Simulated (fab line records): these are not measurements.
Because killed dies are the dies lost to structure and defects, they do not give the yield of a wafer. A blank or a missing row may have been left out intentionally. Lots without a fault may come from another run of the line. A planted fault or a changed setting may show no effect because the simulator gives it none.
Chamber matching / flow gf180mcu / cmp-01 running GF_V4_CMP_26: 4 sister chambers
The step polishes, stops on SiO2, t overpolish 15 s, target thk 0 nm. 8 wafers are shown with their chamber, then 11 later ones without.

## EACH WAFER AND ITS CHAMBER
wafer=L078.5; chamber=2; motorCurrentA (A)=12.8; timeToEndpointS (s)=98
wafer=L085.1; chamber=2; motorCurrentA (A)=12.3; timeToEndpointS (s)=93
wafer=L085.4; chamber=3; motorCurrentA (A)=10.5; timeToEndpointS (s)=86
wafer=L085.5; chamber=1; motorCurrentA (A)=10.0; timeToEndpointS (s)=84
wafer=L087.1; chamber=0; motorCurrentA (A)=10.5; timeToEndpointS (s)=80
wafer=L087.3; chamber=3; motorCurrentA (A)=10.5; timeToEndpointS (s)=82
wafer=L087.4; chamber=1; motorCurrentA (A)=10.4; timeToEndpointS (s)=80
wafer=L089.3; chamber=0; motorCurrentA (A)=10.2; timeToEndpointS (s)=86

## WAFERS WITHOUT THEIR CHAMBER
wafer=L089.4; motorCurrentA (A)=10.3; timeToEndpointS (s)=85
wafer=L089.5; motorCurrentA (A)=10.0; timeToEndpointS (s)=83
wafer=L092.1; motorCurrentA (A)=10.5; timeToEndpointS (s)=82
wafer=L092.3; motorCurrentA (A)=10.2; timeToEndpointS (s)=80
wafer=L092.5; motorCurrentA (A)=11.4; timeToEndpointS (s)=92
wafer=L094.1; motorCurrentA (A)=10.6; timeToEndpointS (s)=83
wafer=L094.4; motorCurrentA (A)=9.9; timeToEndpointS (s)=84
wafer=L094.6; motorCurrentA (A)=10.0; timeToEndpointS (s)=83
wafer=L095.1; motorCurrentA (A)=12.1; timeToEndpointS (s)=92
wafer=L095.4; motorCurrentA (A)=10.1; timeToEndpointS (s)=83
wafer=L095.5; motorCurrentA (A)=10.2; timeToEndpointS (s)=81

## EACH ONE'S CHAMBER
wafer=L089.4; from the rows above=can't be placed: 0 or 3 or 1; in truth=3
wafer=L089.5; from the rows above=can't be placed: 1 or 0 or 3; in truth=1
wafer=L092.1; from the rows above=can't be placed: 3 or 0 or 1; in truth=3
wafer=L092.3; from the rows above=can't be placed: 1 or 0 or 3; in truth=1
wafer=L092.5; from the rows above=can't be placed: 3 or 2 or 0 or 1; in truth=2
wafer=L094.1; from the rows above=can't be placed: 3 or 0 or 1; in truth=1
wafer=L094.4; from the rows above=can't be placed: 1 or 0 or 3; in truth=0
wafer=L094.6; from the rows above=can't be placed: 1 or 0 or 3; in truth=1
wafer=L095.1; from the rows above=2; in truth=2
wafer=L095.4; from the rows above=can't be placed: 1 or 0 or 3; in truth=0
wafer=L095.5; from the rows above=can't be placed: 1 or 0 or 3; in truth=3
Correctly placed: 1 of 11. These rows do not allow placing 10 (true chamber among the candidates in 10). 0 placed wrongly.
How it was worked out, from the rows above alone: a wafer's distance from a chamber is the root of the sum, over the readings, of the square of ((its reading less the chamber's mean) divided by the reading's scatter). If the next closest chamber is less than 2 further off than the closest, the wafer can't be placed; otherwise it belongs to the closest. Each chamber's mean is taken over the wafers shown for it. How the scatter is found: for the shown wafers, subtract from each reading the mean of its chamber, square and add these, divide the total by (wafers less chambers), then take the root.
